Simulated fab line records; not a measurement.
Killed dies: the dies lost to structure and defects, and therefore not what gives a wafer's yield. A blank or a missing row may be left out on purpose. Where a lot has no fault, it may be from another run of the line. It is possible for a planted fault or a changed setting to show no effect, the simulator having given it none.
Chamber matching + flow gf180mcu + cmp-02 running GF_CONTACT_CMP_04: 4 sister chambers
The step polishes SiO2. 8 wafers are shown with their chamber, then 8 later ones without.

== EACH WAFER AND ITS CHAMBER ==
| wafer  | chamber | motorCurrentA (A) | timeToEndpointS (s) |
|--------|---------|-------------------|---------------------|
| L896.6 | 0       | 11.7              | 114                 |
| L897.6 | 0       | 11.6              | 117                 |
| L898.1 | 2       | 11.7              | 111                 |
| L898.4 | 3       | 14.5              | 118                 |
| L899.2 | 2       | 12.0              | 105                 |
| L899.3 | 1       | 12.6              | 103                 |
| L899.4 | 3       | 14.2              | 116                 |
| L901.1 | 1       | 12.2              | 109                 |

== WAFERS WITHOUT THEIR CHAMBER ==
| wafer  | motorCurrentA (A) | timeToEndpointS (s) |
|--------|-------------------|---------------------|
| L901.3 | 11.7              | 108                 |
| L901.6 | 12.1              | 113                 |
| L902.3 | 11.7              | 113                 |
| L902.5 | 13.9              | 115                 |
| L902.6 | 11.6              | 119                 |
| L905.3 | 12.2              | 115                 |
| L905.4 | 14.7              | 115                 |
| L905.5 | 14.1              | 119                 |

== CHAMBER TAKEN BY EACH ==
| wafer  | from the rows above          | in truth                   |
|--------|------------------------------|----------------------------|
| L901.3 | can't be placed: 2 or 0      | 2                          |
| L901.6 | can't be placed: 2 or 0 or 1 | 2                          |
| L902.3 | can't be placed: 0 or 2      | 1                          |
| L902.5 | 3                            | 3                          |
| L902.6 | 0                            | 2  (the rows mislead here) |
| L905.3 | can't be placed: 0 or 2 or 1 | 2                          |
| L905.4 | 3                            | 3                          |
| L905.5 | 3                            | 3                          |
Placed correctly: 3 of 8. These rows do not allow placing 4 (true chamber among the candidates in 3). Number placed wrongly: 1.
How it was worked out, from the rows above alone: a wafer's distance from a chamber is the root of the sum, over the readings, of the square of ((its reading less the chamber's mean) divided by the reading's scatter). The wafer belongs to the nearest chamber; if the next one is less than 2 further off, it can't be placed. Each chamber's mean is taken over the wafers shown for it. The scatter is the square root of a quotient: the sum, over the shown wafers, of each reading's squared deviation from its chamber's mean, divided by wafers minus chambers.
